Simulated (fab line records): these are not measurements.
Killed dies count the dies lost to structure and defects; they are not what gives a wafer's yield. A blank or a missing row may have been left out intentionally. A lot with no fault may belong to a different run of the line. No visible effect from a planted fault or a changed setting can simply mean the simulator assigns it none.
A lot that was struck, set against a sound lot + flow sky130 + 17 steps out of a route of 708
Sound: the wafers L990.1, L990.2, L990.3. Struck: wafers L103.3, L103.4, L103.5. The cause comes at the end.
At each step with rows: each side's tool, then ch and its chambers, then its first start. Under that, the readings that differ: sound wafers + struck wafers + difference of the means + sigmas: that difference in standard deviations of wafers without a fault.
alike: readings whose means differ by less than 2 such deviations, and words and numbers that are the same on both sides. not compared: withheld readings, readings that some wafer has no value for, bounds like >300 that may hide the same value, and numbers for which the record gives no deviation and whose values overlap.
A row with sigmas, a row that says differs or no value, or rows on one side alone: a step with any of these is where the two part. Numbers that have no deviation but don't overlap get no sigmas and don't part them. Lack of a reading on every wafer of one side parts them only where that side has two or more wafers.

SKY_VT_ADJUST_LVTN_OVL_MEAS_07:
  struck on overlay-02, day 12 05:42; sound on overlay-02, day 9 02:41
  alike: VT_ADJUST_LVTN_OVL
after that, 1 step had no rows for these wafers: SKY_VT_ADJUST_LVTN_IMPLANT_08.
SKY_VT_ADJUST_LVTN_STRIP_09: strips in O2/N2.
  sound on plasmaAsher-02 ch 0,1, day 9 02:52; struck on plasmaAsher-04 ch 0,1, day 12 05:55
  alike: drypumpMotorCurrentA, oesProductAu, stripTimeToEndpointS
  not compared: rfHoursCounterH
SKY_VT_ADJUST_LVTN_TW_MEAS_10:
  struck on filmMetro-04, day 12 05:59; sound on filmMetro-01, day 9 02:58
  alike: VT_ADJUST_LVTN_TW
then, 7 steps without rows for these wafers: SKY_VT_ADJUST_LVTN_DEHYDRATE_11 (time 60 s); SKY_VT_ADJUST_LVTN_HMDS_12 (prime time 60 s); SKY_VT_ADJUST_LVTN_COAT_13 (resist thk 1140 nm); SKY_VT_ADJUST_LVTN_SOFTBAKE_14 (time 60 s); SKY_VT_ADJUST_LVTN_EXPOSE_15 (exposes mask HVN STD DERIVED, target cd 600 nm); SKY_VT_ADJUST_LVTN_PEB_16; SKY_VT_ADJUST_LVTN_DEVELOP_17 (develop time 60 s).
SKY_VT_ADJUST_LVTN_OVL_MEAS_18:
  struck on overlay-01, day 13 06:36; sound on overlay-02, day 10 01:14
  alike: VT_ADJUST_LVTN_01_OVL
SKY_VT_ADJUST_LVTN_IMPLANT_19:
  sound on implanter-03 ch 0, day 10 01:16; struck on implanter-01 ch 0, day 13 06:59
SKY_VT_ADJUST_LVTN_STRIP_20: strips in O2/N2.
  sound on plasmaAsher-04 ch 0,1, day 10 01:25; struck on plasmaAsher-02 ch 0,1, day 13 07:07
  alike: drypumpMotorCurrentA, oesProductAu, stripTimeToEndpointS
  not compared: rfHoursCounterH
SKY_VT_ADJUST_LVTN_TW_MEAS_21:
  struck on filmMetro-04, day 13 07:13; sound on filmMetro-04, day 10 01:31
| reading             | sound             | struck            | difference | sigmas |
|---------------------|-------------------|-------------------|------------|--------|
| VT_ADJUST_LVTN_2_TW | 189.8 191.2 191.8 | 231.0 230.3 231.7 | +40.1      | +19    |
then, 1 step without rows for these wafers: SKY_VT_ADJUST_NCORE_DEHYDRATE_00 (time 60 s).
-- the record jumps here: 37 days lie between the struck wafers' starts before and after (it left off in module VT_ADJUST_NCORE and takes up again in module PAD_OPEN, whose first step shown is number 708 of the route) --
SKY_PAD_OPEN_PROBE_99:
  struck on prober-02, day 50 07:43; sound on prober-01, day 48 00:20
| reading                               | sound                         | struck                        | difference | sigmas |
|---------------------------------------|-------------------------------|-------------------------------|------------|--------|
| model.etest.pfet_16v.rOnOhmUm         | 1.559e+04 1.558e+04 1.576e+04 | 1.477e+04 1.472e+04 1.458e+04 | -9.533e+02 |        |
| model.etest.resPwellUnderGate.rsOhmSq | 2286 2280 2291                | 2179 2186 2190                | -101       |        |
| model.etest.tip_n_5v.rsOhmSq          | 1410 1394 1399                | 1445 1455 1439                | +45        |        |
| model.etest.nfet_16v.driveUaUm        | 215.7 218.2 214.1             | 210.9 213.3 210.7             | -4.4       |        |
| model.etest.pfet_16v.driveUaUm        | 238.6 240.2 237.8             | 255.4 255.7 256               | +16.8      |        |
  alike: killed_at_M0_to_M3, killed_at_M4_up, killedAtContacts, killedAtFrontEnd, killedAtOther, killedDies, killedOpen, killedShort
  not compared: model.etest.nfetG5v0d10v5.rOnOhmUm, model.etest.nfetG5v0d10v5.driveUaUm, model.etest.ring_5v.delayPs

WHERE THEY PART
Within this record, at SKY_VT_ADJUST_LVTN_TW_MEAS_21 only. Later steps at which nothing parts them and some readings are alike: SKY_PAD_OPEN_PROBE_99.

WHY: the cause the simulator had injected
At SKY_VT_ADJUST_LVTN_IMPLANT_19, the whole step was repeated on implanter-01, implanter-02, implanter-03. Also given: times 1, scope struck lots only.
